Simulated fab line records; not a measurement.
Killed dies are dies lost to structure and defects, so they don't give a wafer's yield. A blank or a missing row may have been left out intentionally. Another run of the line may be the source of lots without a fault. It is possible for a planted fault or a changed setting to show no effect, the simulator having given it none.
Which of the tools did it? + flow sky130 + Sampling: 12 lots, 36 wafers, 2 of 708 route steps

## WHAT EACH GAUGE READ, for each wafer
SKY_METAL1_THK_MEAS_06: measures by xrf.
| lot  | measured     | on            | METAL1_ALCU_THK (nm) |
|------|--------------|---------------|----------------------|
| L075 | day 31 16:56 | film metro-03 | 248 247 248          |
| L078 | day 33 03:25 | film metro-04 | 247 246 247          |
| L079 | day 33 05:54 | film metro-03 | 243 247 247          |
| L081 | day 34 09:16 | film metro-03 | 243 245 246          |
| L083 | day 34 14:08 | film metro-02 | 242 242 245          |
| L085 | day 35 05:24 | film metro-04 | 244 245 247          |
| L087 | day 35 21:52 | film metro-04 | 249 249 251          |
| L089 | day 36 13:31 | film metro-03 | 248 247 247          |
| L091 | day 37 05:40 | film metro-02 | 251 247 249          |
| L093 | day 38 01:31 | film metro-02 | 251 249 248          |
| L095 | day 38 09:43 | film metro-03 | 241 241 241          |
| L096 | day 39 23:15 | film metro-02 | 248 246 247          |

## EACH LOT AND THE TOOL THAT RAN IT (in order: tool; ch and the chambers of the sampled wafers; start)
| lot  | SKY_METAL1_SPUTTER_01        |
|------|------------------------------|
| L075 | pvd sputter-02, day 31 16:42 |
| L078 | pvd sputter-03, day 33 03:10 |
| L079 | pvd sputter-01, day 33 05:40 |
| L081 | pvd sputter-02, day 34 09:01 |
| L083 | pvd sputter-03, day 34 13:54 |
| L085 | pvd sputter-02, day 35 05:10 |
| L087 | pvd sputter-02, day 35 21:37 |
| L089 | pvd sputter-03, day 36 13:16 |
| L091 | pvd sputter-02, day 37 05:25 |
| L093 | pvd sputter-01, day 38 01:17 |
| L095 | pvd sputter-03, day 38 09:28 |
| L096 | pvd sputter-03, day 39 23:00 |
- SKY_METAL1_SPUTTER_01: material TiN, target thk 20 nm, time 16.92 s.

## THE ANSWER, worked out from the rows above alone
Rule: usual is defined by the lots themselves. The widest of any qualifying gaps counts: lots, ordered by their means at a reading, are off when they make up no more than a third of the lots, leave a main group of 4 or more, and stand apart from it by 3 or more times the standard deviation of that group's means. A main group whose means are all the same, to the digits that the tables above print for the reading, isn't used. A lot without any number at a reading at which 4 lots or more have one is off too. Where the step has rows for the other lots, those lots are counted as sound.
No lot is off at any reading shown: from this, nothing can be told.

## WHAT THE SIMULATOR PUT IN
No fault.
